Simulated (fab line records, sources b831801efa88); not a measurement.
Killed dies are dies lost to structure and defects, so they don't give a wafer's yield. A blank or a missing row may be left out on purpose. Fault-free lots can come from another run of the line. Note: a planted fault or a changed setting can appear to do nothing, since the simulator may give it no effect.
Struck lot and sound lot, side by side :: flow sky130 :: 15 steps out of a route of 708
Sound: wafers L983.2, L983.4, L983.6. Struck: wafers L103.2, L103.4, L103.6. The cause is named last.
For every step that has rows: the tool of each side, followed by ch and its chambers, followed by its first start. Under that, the readings that differ: sound wafers :: struck wafers :: difference of the means :: sigmas: that difference in standard deviations of wafers without a fault.
alike: same words and numbers on both sides, and readings whose means sit less than 2 such deviations apart. not compared: any withheld reading, any reading some wafer has no value for, any bound like >300 that may hide the same value, and any number with overlapping values for which the record gives no deviation.
A row with sigmas, a row that says differs or no value, or rows on one side alone: a step with any of these is where the two part. Numbers that don't overlap but have no deviation are shown without sigmas and don't part them. A reading missing from all wafers of one side parts the sides only when that side holds two or more wafers.

first, 7 steps without rows for these wafers: SKY_POLY_CUT_HMDS_01 (prime time 60 s); SKY_POLY_CUT_COAT_02 (resist thk 60 nm); SKY_POLY_CUT_COAT_03 (resist thk 450 nm); SKY_POLY_CUT_SOFTBAKE_04 (time 90 s); SKY_POLY_CUT_EXPOSE_05 (exposes mask NPCM, target cd 270 nm); SKY_POLY_CUT_PEB_06; SKY_POLY_CUT_DEVELOP_07 (develop time 60 s).
SKY_POLY_CUT_CD_MEAS_08: target cd 270 nm.
  struck on cd_sem-01, day 33 13:28; sound on cd_sem-01, day 25 17:41
  alike: cd_nm
SKY_POLY_CUT_OVL_MEAS_09:
  struck on overlay-01, day 33 13:34; sound on overlay-01, day 25 17:47
  alike: POLY_CUT_OVL
SKY_POLY_CUT_ETCH_10: etches BARC in N2/H2, stops on SiO2, time 45.9 s, target depth 60 nm.
  sound on rie_diel-01 ch 0,2,3, day 25 17:49; struck on rie_diel-01 ch 2,3, day 33 13:36
  alike: drypump_motor_current_A, oes_product_au, throttle_valve_pct
  not compared: rf_hours_counter_h
SKY_POLY_CUT_ETCH_11: etches Si3N4 in CF4/CH2F2/Ar, stops on poly-Si, time 42.5 s, target depth 60 nm.
  sound on rie_diel-01 ch 0,2,3, day 25 17:52; struck on rie_diel-01 ch 2,3, day 33 13:38
reading: oes_product_au (a.u.)
sound: 0.831 0.832 0.837
struck: 0.805 0.829 0.808
difference: -0.019
sigmas: -3
  alike: drypump_motor_current_A, throttle_valve_pct
  not compared: rf_hours_counter_h
SKY_POLY_CUT_STRIP_12: strips in O2/N2.
  sound on plasma_asher-03 ch 0,1, day 25 17:55; struck on plasma_asher-01 ch 0,1, day 33 13:41
  alike: drypump_motor_current_A, oes_product_au, strip_time_to_endpoint_s
  not compared: rf_hours_counter_h
SKY_SD_P_DEHYDRATE_00: time 60 s.
  sound on litho_track-04 ch 0, day 26 09:29; struck on litho_track-02 ch 0, day 34 03:07
reading: heater_power_total_W (W)
sound: 160.36 160.19 160.45
struck: 153.94 153.82 153.92
difference: -6.44
sigmas: -50

reading: plate_temp_C (C)
sound: 199.79 200.20 200.01
struck: 193.39 193.68 193.76
difference: -6.39
sigmas: -40
  alike: chill_plate_temp_C
then, 1 step without rows for these wafers: SKY_SD_P_HMDS_01 (prime time 60 s).
-- record jumps: 19 days separate the struck wafers' starts on either side; left off in module SD_P, taken up again in module PAD_OPEN, whose first shown step is the route's number 708 --
SKY_PAD_OPEN_PROBE_99:
  struck on prober-01, day 52 15:59; sound on prober-01, day 47 13:59
  alike: killed_at_M0_to_M3, killed_at_M4_up, killed_at_contacts, killed_at_front_end, killed_at_other, killed_dies, killed_open, killed_short

== WHERE THEY PART ==
First at SKY_POLY_CUT_ETCH_11; last, within this record, at SKY_SD_P_DEHYDRATE_00. Later steps at which nothing parts them and some readings are alike: SKY_PAD_OPEN_PROBE_99.

WHY: what had been put in by the simulator
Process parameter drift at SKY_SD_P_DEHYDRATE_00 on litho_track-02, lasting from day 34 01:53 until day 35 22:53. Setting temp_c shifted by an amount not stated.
